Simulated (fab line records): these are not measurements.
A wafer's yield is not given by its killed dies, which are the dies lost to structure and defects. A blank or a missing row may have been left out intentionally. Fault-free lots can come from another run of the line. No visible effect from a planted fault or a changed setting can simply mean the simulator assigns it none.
fab line records | flow sky130
record lots=13 wafers=39 last-day=50
route steps=708 shown LI_CONTACT@379 METAL5@661 PASSIVATION@681 PAD_OPEN@708
lots with no fault: from the same line, run without faults
start-h: start of the lot's first displayed wafer, in hours after the record's first day | wait-h: time in hours since the lot's previous step | " as in the row above | L1.1+2: a row that stands for several wafers | - value missing, or start not given | * or withheld: withheld | < > ~ a bound
route shown NAME@n: NAME is a module with steps in the file, n the number in the route of the first one | usual: average and standard deviation across the fault-free wafers | same: alike in all rows | chamber/n: place in a boat | sites: each site's reading | _std_site: the values' standard deviation | _edge_site: the outer-site mean with the inner-site mean subtracted | radius-mm: for every site, how far away it sits from the centre of the wafer | mask NAME#n: copy n | behind: the tool/chamber that last shaped the wafer | hold: the reason the lot was held/the length of the hold in hours/how it ended | device: the transistor (n, p or np) that didn't switch | end of line: tests of these same wafers at the route's end | where a step has no rows: the recipe by itself | killed: not the wafer's yield, but the dies lost to structure and defects at the first sort | map: a wafer's dies, x killed, . not, _ none there
set.NAME: setting as actually run; set.NAME@STEP: the setting as run at that earlier step | model.NAME: the simulator's own value behind a step, which no gauge read
steps of the route over a sample of lots; a table a step, a row a wafer
services: when a tool's chamber went out of use (start-h, in hours from the record's first day, below 0 if earlier), for how many hours, and the reason
## steps
# step SKY_LI_CONTACT_CLEAN_17
# recipe chemistry=NMP time-s=600 temp-c=60 dry=n2-spin
# columns lot.wafer tool chamber start-h wait-h
L141.1+4+5 wet-bench-03 0 663.32 0.1
L142.4+5+6 wet-bench-04 2 665.37 0.0
L144.2+3+4 wet-bench-04 2 688.07 0.1
L146.1+3+6 wet-bench-03 3 714.62 0.1
L147.1+3+4 wet-bench-02 3 721.91 0.1
L148.2+3+6 wet-bench-02 1 724.41 0.1
L151.1+3+6 wet-bench-03 0 755.41 0.1
L153.2+3+5 wet-bench-04 1 763.37 0.1
L155.4+5+6 wet-bench-03 2 788.19 0.0
L160.2+4+6 wet-bench-03 1 861.39 0.1
L164.1+5+6 wet-bench-04 2 861.57 0.1
L161.2+3+4 wet-bench-03 2 864.56 0.1
L163.1+2+5 wet-bench-04 2 866.22 0.1
# step SKY_METAL5_SPUTTER_00
# recipe material=Ti target-thk-nm=15 power-w=3000 time-s=10 chamber-pressure-pa=0.4
# usual chamber-pressure-pa=0.4001/0.0008 throttle-valve-pct=30.3/1.1
# columns lot.wafer tool chamber start-h wait-h chamber-pressure-pa throttle-valve-pct
L141.1 pvd-sputter-01 - 995.48 0.2 0.3993 31.1
L141.4 " - " " 0.3993 31.0
L141.5 " - " " 0.3995 31.0
L142.4 pvd-sputter-02 - 998.27 0.1 0.4001 31.6
L142.5 " - " " 0.4002 29.8
L142.6 " - " " 0.3992 29.7
L144.2 pvd-sputter-01 - 1016.30 0.2 0.3998 31.0
L144.3 " - " " 0.3997 31.0
L144.4 " - " " 0.4008 30.0
L146.1 pvd-sputter-02 - 1041.00 0.1 0.3987 31.4
L146.3 " - " " 0.3996 29.7
L146.6 " - " " 0.3994 29.7
L147.1 pvd-sputter-01 - 1043.69 0.1 0.4015 30.7
L147.3 " - " " 0.3991 30.1
L147.4 " - " " 0.3992 30.7
L148.2 pvd-sputter-02 - 1045.36 0.2 0.4013 30.1
L148.3 " - " " 0.4013 28.0
L148.6 " - " " 0.3995 28.4
L151.1 pvd-sputter-02 - 1071.86 0.2 0.4005 29.9
L151.3 " - " " 0.4015 28.0
L151.6 " - " " 0.3998 27.9
L153.2 pvd-sputter-04 - 1076.73 0.1 0.4004 32.3
L153.3 " - " " 0.3983 29.5
L153.5 " - " " 0.3989 29.7
L155.4 pvd-sputter-02 - 1094.58 0.1 0.4000 31.1
L155.5 " - " " 0.4006 28.1
L155.6 " - " " 0.4007 31.3
L160.2 pvd-sputter-02 - 1150.77 0.1 0.4004 31.3
L160.4 " - " " 0.3999 30.1
L160.6 " - " " 0.4012 31.1
L164.1 pvd-sputter-04 - 1151.55 0.1 0.3997 29.3
L164.5 " - " " 0.3995 30.5
L164.6 " - " " 0.4003 32.4
L161.2 pvd-sputter-04 - 1152.48 0.1 0.3996 29.9
L161.3 " - " " 0.4006 30.7
L161.4 " - " " 0.4007 32.4
L163.1 pvd-sputter-04 - 1154.44 0.1 0.4004 30.7
L163.2 " - " " 0.4004 29.4
L163.5 " - " " 0.4009 29.9
# step SKY_METAL5_SPUTTER_01
# recipe material=TiN target-thk-nm=20 power-w=6500 time-s=16.7 chamber-pressure-pa=0.4
# usual chamber-pressure-pa=0.4000/0.00081 throttle-valve-pct=30.2/1.1
# columns lot.wafer tool chamber start-h wait-h chamber-pressure-pa throttle-valve-pct
L141.1 pvd-sputter-01 - 995.50 0.0 0.3992 30.9
L141.4 " - " " 0.4008 30.8
L141.5 " - " " 0.4001 31.0
L142.4 pvd-sputter-02 - 998.29 0.0 0.3991 31.1
L142.5 " - " " 0.3989 29.8
L142.6 " - " " 0.3982 29.7
L144.2 pvd-sputter-01 - 1016.32 0.0 0.3987 30.9
L144.3 " - " " 0.3996 31.2
L144.4 " - " " 0.3988 30.1
L146.1 pvd-sputter-02 - 1041.02 0.0 0.3996 31.0
L146.3 " - " " 0.4003 29.9
L146.6 " - " " 0.4016 29.6
L147.1 pvd-sputter-01 - 1043.72 0.0 0.4000 30.8
L147.3 " - " " 0.4003 30.1
L147.4 " - " " 0.4002 30.9
L148.2 pvd-sputter-02 - 1045.38 0.0 0.4019 29.9
L148.3 " - " " 0.4002 27.9
L148.6 " - " " 0.3999 27.9
L151.1 pvd-sputter-02 - 1071.88 0.0 0.3992 29.9
L151.3 " - " " 0.3998 28.1
L151.6 " - " " 0.4011 27.9
L153.2 pvd-sputter-04 - 1076.76 0.0 0.4001 32.5
L153.3 " - " " 0.4005 29.4
L153.5 " - " " 0.4014 29.5
L155.4 pvd-sputter-02 - 1094.60 0.0 0.4001 31.1
L155.5 " - " " 0.3999 28.2
L155.6 " - " " 0.4002 31.1
L160.2 pvd-sputter-02 - 1150.79 0.0 0.4008 31.3
L160.4 " - " " 0.3999 29.9
L160.6 " - " " 0.4002 31.1
L164.1 pvd-sputter-04 - 1151.57 0.0 0.3995 29.4
L164.5 " - " " 0.3989 30.4
L164.6 " - " " 0.3998 32.6
L161.2 pvd-sputter-04 - 1152.50 0.0 0.3994 29.6
L161.3 " - " " 0.4003 30.6
L161.4 " - " " 0.4004 32.5
L163.1 pvd-sputter-04 - 1154.46 0.0 0.4008 30.6
L163.2 " - " " 0.4006 29.5
L163.5 " - " " 0.3983 29.8
# step SKY_PASSIVATION_CVD_00
# recipe material=SiO2 target-thk-nm=90 temp-c=400 time-s=withheld rf-w=600
# usual heater-power-w=691/99 susceptor-temp-C=400.00/0.23
# columns lot.wafer tool chamber start-h wait-h heater-power-w susceptor-temp-C
L141.1 pecvd-03 2 1019.90 0.0 722 400.30
L141.4 " 1 " " 554 399.82
L141.5 " 0 " " 873 400.01
L142.4 pecvd-04 0 1022.57 0.0 706 400.17
L142.5 " 1 " " 712 400.13
L142.6 " 2 " " 687 399.99
L144.2 pecvd-02 0 1039.37 0.0 501 399.55
L144.3 " 1 " " 613 400.27
L144.4 " 2 " " 714 399.84
L146.1 pecvd-02 1 1062.52 0.0 742 399.87
L146.3 " 1 " " 760 399.69
L146.6 " 1 " " 598 399.52
L147.1 pecvd-02 1 1065.72 0.0 645 399.75
L147.3 " 1 " " 660 399.88
L147.4 " 0 " " 534 399.88
L148.2 pecvd-04 0 1067.32 0.0 738 400.12
L148.3 " 2 " " 613 400.13
L148.6 " 0 " " 753 399.98
L151.1 pecvd-02 1 1093.07 0.0 726 399.69
L151.3 " 0 " " 481 399.96
L151.6 " 0 " " 491 399.80
L153.2 pecvd-03 1 1097.49 0.0 575 399.71
L153.3 " 2 " " 616 399.99
L153.5 " 2 " " 616 399.76
L155.4 pecvd-02 2 1115.17 0.0 623 400.28
L155.5 " 1 " " 644 399.73
L155.6 " 0 " " 521 399.93
L160.2 pecvd-04 1 1168.89 0.0 784 400.15
L160.4 " 0 " " 732 399.94
L160.6 " 1 " " 807 399.76
L164.1 pecvd-03 2 1169.18 0.0 633 399.97
L164.5 " 0 " " 884 399.97
L164.6 " 2 " " 646 400.01
L161.2 pecvd-03 0 1170.88 0.0 880 400.36
L161.3 " 2 " " 762 399.82
L161.4 " 1 " " 595 400.10
L163.1 pecvd-04 0 1172.50 0.0 773 399.48
L163.2 " 2 " " 721 399.46
L163.5 " 1 " " 804 400.26
# step SKY_PAD_OPEN_PROBE_99
# usual killed_at_M0_to_M3=43/7.3 killed_at_M4_up=3.0/2 killed-at-contacts=24/5.2 killed-at-front-end=15/4.4 killed-at-other=0.2/0.48 killed-dies=86/9.1 killed-open=47/7.3 killed-short=38/6.4
# same gross-dies=492 killed-at-back-side=0
# columns lot.wafer tool chamber start-h wait-h killed_at_M0_to_M3 killed_at_M4_up killed-at-contacts killed-at-front-end killed-at-other killed-dies killed-open killed-short
L155.4 prober-02 - 1154.96 0.2 44 2 54 23 0 123 56 40
L155.5 prober-02 - 1155.01 0.2 52 3 48 14 0 117 44 43
L155.6 prober-02 - 1155.06 0.2 40 2 53 23 0 118 53 38
L160.2 prober-01 - 1203.86 0.1 37 0 34 6 0 77 41 36
L160.4 prober-01 - 1203.96 0.2 41 3 17 10 1 72 32 40
L160.6 prober-01 - 1204.06 0.2 50 3 37 14 0 104 49 55
L164.1 prober-02 - 1205.31 0.1 45 1 17 11 0 74 43 31
L164.5 prober-02 - 1205.51 0.2 43 2 18 19 0 82 40 42
L164.6 prober-02 - 1205.56 0.2 30 1 19 14 1 65 33 31
# killed by level:class
L155.4 LI_CONTACT:unspecified=27 VIA1:geometric-particle:open=14 CONTACT:geometric-particle:open=12 FIELD_ISO:geometric-particle:short=8 POLY_GATE:geometric-particle:open=8 LOCAL_INTERCONNECT:geometric-particle:short=6 VIA1:geometric-particle:short=6 VIA2:geometric-particle:open=6
L155.5 LI_CONTACT:unspecified=28 CONTACT:geometric-particle:open=11 VIA1:geometric-particle:open=10 METAL1:geometric-particle:short=10 LI_CONTACT:geometric-particle:open=6 VIA2:geometric-particle:open=6 METAL2:geometric-particle:short=6 FIELD_ISO:geometric-particle:short=4
L155.6 LI_CONTACT:unspecified=26 VIA1:geometric-particle:open=15 CONTACT:geometric-particle:open=14 METAL1:geometric-particle:short=8 FIELD_ISO:geometric-particle:short=7 LI_CONTACT:geometric-particle:open=7 FIELD_ISO:geometric-particle:open=5 POLY_GATE:geometric-particle:short=4
L160.2 VIA1:geometric-particle:open=10 LI_CONTACT:geometric-particle:open=9 CONTACT:geometric-particle:short=9 CONTACT:geometric-particle:open=8 VIA3:geometric-particle:open=6 LI_CONTACT:geometric-particle:short=5 METAL1:geometric-particle:short=4 VIA1:geometric-particle:short=4
L160.4 VIA3:geometric-particle:open=10 LI_CONTACT:geometric-particle:open=9 METAL1:geometric-particle:short=7 VIA1:geometric-particle:short=7 VIA2:geometric-particle:open=4 FIELD_ISO:geometric-particle:short=3 CONTACT:geometric-particle:open=3 VIA1:geometric-particle:open=3
L160.6 LI_CONTACT:geometric-particle:open=9 CONTACT:geometric-particle:short=9 VIA1:geometric-particle:open=8 CONTACT:geometric-particle:open=8 LI_CONTACT:geometric-particle:short=7 VIA1:geometric-particle:short=7 METAL1:geometric-particle:short=7 METAL2:geometric-particle:short=7
L164.1 VIA1:geometric-particle:open=10 VIA3:geometric-particle:open=8 CONTACT:geometric-particle:open=8 VIA2:geometric-particle:open=7 METAL2:geometric-particle:short=6 VIA2:geometric-particle:short=5 FIELD_ISO:geometric-particle:short=4 LI_CONTACT:geometric-particle:open=4
L164.5 VIA1:geometric-particle:open=12 FIELD_ISO:geometric-particle:short=10 VIA2:geometric-particle:open=6 METAL2:geometric-particle:short=6 LI_CONTACT:geometric-particle:open=5 CONTACT:geometric-particle:short=5 VIA3:geometric-particle:open=5 VIA3:geometric-particle:short=4
L164.6 LI_CONTACT:geometric-particle:open=7 VIA1:geometric-particle:open=7 METAL1:geometric-particle:short=6 VIA2:geometric-particle:open=5 CONTACT:geometric-particle:open=4 FIELD_ISO:geometric-particle:open=3 POLY_GATE:geometric-particle:open=3 LI_CONTACT:geometric-particle:short=3
## services
# columns tool chamber start-h hours kind
pvd-sputter-04 - 689.11 0.8 repair
wet-bench-03 - 693.71 2.6 repair
wet-bench-03 - 710.11 1.9 pm
pvd-sputter-04 - 715.19 2.5 repair
wet-bench-03 - 719.42 3.7 repair
pecvd-02 - 776.67 14.6 pm
pvd-sputter-02 - 807.03 6.9 repair
pecvd-02 1 819.99 6.6 repair
pecvd-02 - 839.76 12.3 repair
pvd-sputter-04 - 847.50 3.9 repair
pvd-sputter-04 - 849.71 3.3 repair
pvd-sputter-04 - 869.93 10.5 repair
pecvd-02 - 892.45 0.3 repair
pvd-sputter-02 - 917.59 2.4 repair
pvd-sputter-04 - 929.95 3.3 repair
pvd-sputter-01 - 932.81 21.8 repair
pvd-sputter-01 - 939.83 9.2 repair
pecvd-02 - 949.53 1.7 repair
pvd-sputter-02 - 1020.58 1.4 repair
pvd-sputter-01 - 1032.25 1.9 repair
pvd-sputter-02 - 1059.43 1.3 repair
pvd-sputter-04 - 1066.95 3.3 repair
pvd-sputter-01 - 1112.71 2.2 repair
pvd-sputter-02 - 1152.95 0.5 repair
## key
first-sign step=SKY_PAD_OPEN_PROBE_99 reading=killed-at-contacts direction=up sigmas=5.3 usual=24 struck=52
effect step=SKY_PAD_OPEN_PROBE_99 reading=killed-dies direction=up sigmas=3.7 usual=86 struck=119
met-at SKY_LI_CONTACT_CLEAN_17
struck-lots L155
struck-wafers L155.4,L155.5,L155.6
tester-left-out L155
not-acting-at SKY_METAL5_SPUTTER_00,SKY_METAL5_SPUTTER_01,SKY_PASSIVATION_CVD_00
fault kind=chamber-particle-source tool=wet-bench-03 chamber=2 onset-h=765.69 steps=SKY_LI_CONTACT_CLEAN_17 rate-per-visit-cm2=1.0662 end-h=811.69
# tester-left-out: of these lots the tester's yield and bins aren't shown, on N5 and GAA mostly nor the transistor test; their killed dies are dies lost to structure and defects alone, not to doping, threshold or leakage, so they don't give the yield
